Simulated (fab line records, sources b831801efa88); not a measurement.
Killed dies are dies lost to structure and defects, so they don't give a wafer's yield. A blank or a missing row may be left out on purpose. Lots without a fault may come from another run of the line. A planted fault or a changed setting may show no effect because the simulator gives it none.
Problem report in the 8D (eight disciplines) form, filled by code | flow sky130 | the parts of the form that need people (team, actions taken, sign-off) are left out

1. THE PROBLEM
POLY_GATE_CVD_03_THK at SKY_POLY_GATE_THK_MEAS_04 reads a mean of 54.9 nm on 9 wafers of 3 lots; wafers without a fault read 74.8 nm with a standard deviation of 0.68. That is -29 standard deviations from the usual mean.
First seen on wafer L322.2, day 18 01:52, on film_metro-02. The record holds 30 wafers of 10 lots with a number at this step. Rule for "out", or "out of limits": more than 4 standard deviations from the usual mean. The other wafers with a number count as sound.

2. WHAT IT IS AND WHAT IT IS NOT
question                    | is                           | is not
which readings at this step | POLY_GATE_CVD_03_THK         | -
which lots                  | L322, L323, L324             | L321, L331, L332, L333, L334, L335, L337
which wafers of those lots  | all that have a number       | -
read on which gauges        | film_metro-01, film_metro-02 | film_metro-04
when                        | from day 18 01:52            | up to then (3 sound wafers); but 18 sound wafers of L331, L332, L333, L334, L335, L337 came after

3. SUSPECTS, AND WHAT RULES EACH OUT
Counting: a tool at a process step up to the reading stays a suspect if it ran every lot that is out and no sound lot after the first of them.
- the gauge at SKY_POLY_GATE_THK_MEAS_04: ruled out. The wafers that are out were read on 2 gauges (film_metro-01, film_metro-02).
- lpcvd-02 at SKY_POLY_GATE_CVD_03 (deposits Si3N4 from DCS/NH3, target thk 75 nm, time 1290 s): ruled out as a lasting fault. Sound lots L331, L332, L333, L334, L335, L337 ran on it after its first lot that is out, L322 (day 18 00:29).
Left after counting: nothing in the record.

4. THE CAUSE (what the simulator had put in)
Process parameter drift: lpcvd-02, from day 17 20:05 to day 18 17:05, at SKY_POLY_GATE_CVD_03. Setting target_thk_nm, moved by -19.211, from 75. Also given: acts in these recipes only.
Counting ruled it out, wrongly: the rule takes a fault to strike every lot that its tool runs from its start on, and this one did not.

5. THE CHAIN OF EFFECTS, in route order
Each row: a reading whose mean over the struck wafers that have a number lies more than 3 standard deviations from the usual. Only readings for which the record gives a usual standard deviation are gone through. hours: the time from each lot's start at the first step in this table that gives one to its start at this step, as a median over the lots. sigmas: the change in usual standard deviations.
hours | step                      | reading              | usual      | on struck wafers | change | sigmas
0     | SKY_POLY_GATE_THK_MEAS_04 | POLY_GATE_CVD_03_THK | 74.8 nm    | 54.9             | -19.9  | -29
31    | SKY_POLY_GATE_ETCH_16     | oes_product_au       | 0.639 a.u. | 0.571            | -0.068 | -13
221   | SKY_POLY_CUT_ETCH_11      | oes_product_au       | 0.827 a.u. | 0.707            | -0.120 | -17
The process steps in it:
- SKY_POLY_GATE_ETCH_16: etches Si3N4 in CH3F/O2, stops on poly-Si, time 147.5 s, target depth 75 nm.
- SKY_POLY_CUT_ETCH_11: etches Si3N4 in CF4/CH2F2/Ar, stops on poly-Si, time 42.5 s, target depth 60 nm.
Later measuring or inspecting steps at which every struck wafer that the step has a row for has a number for every such reading, and none has moved that far: SKY_LDD_HVN_OVL_MEAS_07.

6. WHAT WOULD HAVE CAUGHT IT SOONER
In this record the first reading out of limits at a measuring or inspecting step was taken at day 18 01:52, 6 hours after the fault began at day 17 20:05.
